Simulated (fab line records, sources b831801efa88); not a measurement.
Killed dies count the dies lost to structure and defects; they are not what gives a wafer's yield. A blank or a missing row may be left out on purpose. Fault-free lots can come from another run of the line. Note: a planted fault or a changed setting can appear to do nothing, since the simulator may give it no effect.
Comparing a struck lot with a sound one    flow sky130    14 out of 708 route steps
Sound: these wafers, L437.1, L437.5, L437.6. The struck wafers were L447.2, L447.3, L447.4. Last of all comes the cause.
Each step with rows lists, per side, the tool, then ch with its chambers, then its first start. Under that, the readings that differ: sound wafers    struck wafers    difference of the means    sigmas: that difference in standard deviations of wafers without a fault.
alike: same words and numbers on both sides, and readings whose means sit less than 2 such deviations apart. not compared: any withheld reading, any reading some wafer has no value for, any bound like >300 that may hide the same value, and any number with overlapping values for which the record gives no deviation.
Wherever a step has rows on one side only, a row that says differs or no value, or a row with sigmas, the two part there. Numbers that don't overlap but have no deviation are shown without sigmas and don't part them. Lack of a reading on every wafer of one side parts them only where that side has two or more wafers.

first, 5 steps without rows for these wafers: SKY_SD_N_COAT_02 (resist thk 1140 nm); SKY_SD_N_SOFTBAKE_03 (time 60 s); SKY_SD_N_EXPOSE_04 (exposes mask NSDM, target cd 380 nm); SKY_SD_N_PEB_05; SKY_SD_N_DEVELOP_06 (develop time 60 s).
SKY_SD_N_CD_MEAS_07 targets a cd of 380 nm.
  sound: cdSem-01 at day 29 04:25; struck: cdSem-02 at day 32 16:27
reading    sound              struck             difference  sigmas
cdNm (nm)  383.4 382.1 383.9  378.5 377.4 377.3  -5.4        -2
SKY_SD_N_OVL_MEAS_08:
  sound: overlay-02 at day 29 04:32; struck: overlay-01 at day 32 16:33
reading        sound         struck          difference  sigmas
SD_N_OVL (nm)  3.0 0.6 -0.4  -2.3 -3.3 -0.7  -3.2        -2
then, 2 steps without rows for these wafers: SKY_SD_N_IMPLANT_09; SKY_SD_N_IMPLANT_10.
SKY_SD_N_STRIP_11: strips in O2/N2.
  sound on plasmaAsher-03 ch 0,1, day 29 04:52; struck on plasmaAsher-02 ch 0,1, day 32 16:53
  alike: drypumpMotorCurrentA, oesProductAu, stripTimeToEndpointS
  not compared: rfHoursCounterH
SKY_SD_N_TW_MEAS_12:
  sound: filmMetro-02 at day 29 04:58; struck: filmMetro-04 at day 32 16:59
reading  sound           struck          difference  sigmas
SD_N_TW  4040 4029 4030  3976 3991 3985  -49         -3
then, 1 step without rows for these wafers: SKY_SD_N_CLEAN_13 (cleans in SC1/SC2, time 150 s).
SKY_SD_N_RTA_14: time 2 s.
  sound on rtpAnneal-02 ch 0, day 29 05:05; struck on rtpAnneal-01 ch 0, day 32 17:19
  alike: lampPowerPct, wafer_temp_C_max
-- the record jumps here: 17 days lie between the struck wafers' starts before and after (it left off in module SD_N and takes up again in module PAD_OPEN, whose first step shown is number 708 of the route) --
SKY_PAD_OPEN_PROBE_99:
  sound: prober-02 at day 46 22:47; struck: prober-02 at day 49 13:33
reading                           sound              struck             difference  sigmas
model.etest.resXhighPo.lineOhmUm  5441 5463 5313     4229 4287 4241     -1153       
model.etest.resXhighPo.rsOhmSq    1923 1914 1846     1500 1520 1482     -394        
model.etest.pfet_01v8.rOnOhmUm    2829 2739 2708     2556 2636 2601     -161        
model.etest.resPdiff.lineOhmUm    1368 1364 1376     1133 1146 1123     -235        
model.etest.resHighPo.lineOhmUm   720.4 729.6 733    625.1 624.3 623    -103.5      
model.etest.liconHighPo.rcOhm     339.5 345.9 329.2  261.1 270.2 262.1  -73.7       
model.etest.resNdiff.lineOhmUm    765.4 760.3 762.3  690.5 692.2 682.1  -74.4       
  alike: killed_at_M0_to_M3, killed_at_M4_up, killedAtContacts, killedAtFrontEnd, killedAtOther, killedDies, killedOpen, killedShort
  not compared: model.etest.pfetG5v0d10v5.rOnOhmUm

== WHERE THEY PART ==
At SKY_SD_N_CD_MEAS_07 first; at SKY_SD_N_TW_MEAS_12 last (within this record only). Later steps at which nothing parts them and some readings are alike: SKY_SD_N_RTA_14, SKY_PAD_OPEN_PROBE_99.

WHY: whatever the simulator had introduced
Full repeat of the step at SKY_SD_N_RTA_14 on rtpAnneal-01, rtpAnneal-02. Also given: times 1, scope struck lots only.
